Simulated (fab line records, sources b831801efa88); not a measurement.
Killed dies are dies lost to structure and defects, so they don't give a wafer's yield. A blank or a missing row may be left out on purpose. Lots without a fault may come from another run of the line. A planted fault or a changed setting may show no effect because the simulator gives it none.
Split-lot experiment | flow sfq_line | 5 lots, 23 wafers read, on a route of 325 steps

THE SPLIT
At SFQ_TRILAYER_M2_LITHO_COAT_057 (resist thk 600 nm), the setting spin_rpm was moved away from the recipe's 3000 rpm on 6 of the 23 wafers read, by -4.7% to +6.7%. The other wafers ran this setting at the recipe's value.

FROM THE SPLIT TO THE READING: what the file shows between them, 3 steps
- SFQ_TRILAYER_M2_LITHO_EXPOSE_058: exposes mask M2, target cd 500 nm (also split here: dose_mj)
- SFQ_TRILAYER_M2_LITHO_PEB_060: peb time 60 s
- SFQ_TRILAYER_M2_LITHO_DEVELOP_059: time 60 s

THE READING
KrF_of_TRILAYER_M2_LITHO_COAT_057.thk_nm (the simulator's own value, which no gauge read), in nm, at SFQ_TRILAYER_M2_BARC_OPEN_METAL_ETCH_077 (etches BARC in O2, target depth 125 nm, time 41.7 s). The file gives no usual value for it. The 17 wafers here that ran the recipe average 522.9 nm, standard deviation 1.5 nm.

wafer  | tool, chamber at the split | spin_rpm as run, rpm | against the recipe | KrF_of_TRILAYER_M2_LITHO_COAT_057.thk_nm, nm | against lot-mates on the recipe
L074.1 | litho_track-01, 0          | 3000                 | recipe             | 523.8                                        | -
L074.2 | litho_track-01, 0          | 3000                 | recipe             | 524.9                                        | -
L074.6 | litho_track-01, 0          | 3000                 | recipe             | 523.4                                        | -
L075.1 | litho_track-02, 0          | 3000                 | recipe             | 522.2                                        | -
L075.2 | litho_track-02, 0          | 3000                 | recipe             | 522.9                                        | -
L075.3 | litho_track-02, 0          | 3000                 | recipe             | 524.1                                        | -
L075.5 | litho_track-02, 0          | 3000                 | recipe             | 524.9                                        | -
L075.6 | litho_track-02, 0          | 3000                 | recipe             | 522                                          | -
L077.1 | litho_track-02, 0          | 2859                 | -4.7%              | 540                                          | +15.5
L077.2 | litho_track-02, 0          | 2859                 | -4.7%              | 537.9                                        | +13.4
L077.4 | litho_track-02, 0          | 3000                 | recipe             | 524.9                                        | -
L077.5 | litho_track-02, 0          | 3000                 | recipe             | 524.1                                        | -
L077.6 | litho_track-02, 0          | 2859                 | -4.7%              | 539.5                                        | +15.0
L078.1 | litho_track-01, 0          | 3201                 | +6.7%              | 504.7                                        | -16.4
L078.2 | litho_track-01, 0          | 3201                 | +6.7%              | 503.6                                        | -17.5
L078.3 | litho_track-01, 0          | 3000                 | recipe             | 520.8                                        | -
L078.4 | litho_track-01, 0          | 3201                 | +6.7%              | 503.7                                        | -17.4
L078.5 | litho_track-01, 0          | 3000                 | recipe             | 521.5                                        | -
L080.1 | litho_track-02, 0          | 3000                 | recipe             | 522.3                                        | -
L080.2 | litho_track-02, 0          | 3000                 | recipe             | 520.3                                        | -
L080.4 | litho_track-02, 0          | 3000                 | recipe             | 522.1                                        | -
L080.5 | litho_track-02, 0          | 3000                 | recipe             | 520.4                                        | -
L080.6 | litho_track-02, 0          | 3000                 | recipe             | 524.1                                        | -

THE FIT
A straight line over all 23 wafers: KrF_of_TRILAYER_M2_LITHO_COAT_057.thk_nm changes by -3.04 nm for each +1% of spin_rpm; r = -0.99; the points scatter about the line by 1.6 nm.
The same after taking each lot's own level away (the mean of its wafers on the recipe; 23 wafers): -2.75 nm for each +1%; r = -0.99; scatter 1.2 nm.
On that fit, the largest move of spin_rpm shifts the reading by 18 nm.
The lots' own levels span 521.15 to 524.50 nm, that is 2.2 times the standard deviation above.
So the lot-to-lot level changes the slope: the two fits differ.
Check: with one of the wafers moved furthest among these (+6.7%) left out of the fit, the line predicts -18.6 nm for it against its lot-mates. It came out at -16.4 nm against them.

OTHER SPLITS ON THESE WAFERS
These wafers also went through other splits before the reading. Each is held against what the fit with the lots' levels taken away leaves over:
other split on the same wafers           | wafers away from the commonest value | r with KrF_of_TRILAYER_M2_LITHO_COAT_057.thk_nm (lot level and that fit taken away)
SFQ_TRILAYER_M1_LITHO_PEB_042 peb_time_s | 10                                   | -0.32
SFQ_TRILAYER_M2_LITHO_COAT_062 spin_rpm  | 4                                    | -0.27
SFQ_TRILAYER_M2_LITHO_EXPOSE_058 dose_mj | 9                                    | -0.17

THE WHOLE CHAIN: every reading that the file lists as answering this split, in the file's order
step                                     | what it does                                                        | reading                                                                                   | change (the file's fit)                                                                             | r (the file's)
SFQ_TRILAYER_M2_LITHO_COAT_057           | resist thk 600 nm                                                   | KrF_of_TRILAYER_M2_LITHO_COAT_057.thk_nm (the simulator's own value, which no gauge read) | -2.76 nm for each +1% of the setting                                                                | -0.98
SFQ_TRILAYER_M2_BARC_OPEN_METAL_ETCH_077 | etches BARC in O2, target depth 125 nm, time 41.7 s                 | KrF_of_TRILAYER_M2_LITHO_COAT_057.thk_nm (the simulator's own value, which no gauge read) | -2.74 nm for each +1% of the setting                                                                | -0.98
SFQ_TRILAYER_M2_ETCH_METAL_ETCH_060      | etches Nb in Cl2/Ar, stops on SiO2, target depth 240 nm, time 120 s | KrF_of_TRILAYER_M2_LITHO_COAT_057.thk_nm (the simulator's own value, which no gauge read) | -2.71 nm for each +1% of the setting, in a fit together with time_s@TRILAYER_M2_ETCH_METAL_ETCH_060 | 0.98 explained

THE FILE'S OWN FIT
KrF_of_TRILAYER_M2_LITHO_COAT_057.thk_nm changes by -2.74 nm for each +1% of spin_rpm, r = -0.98.
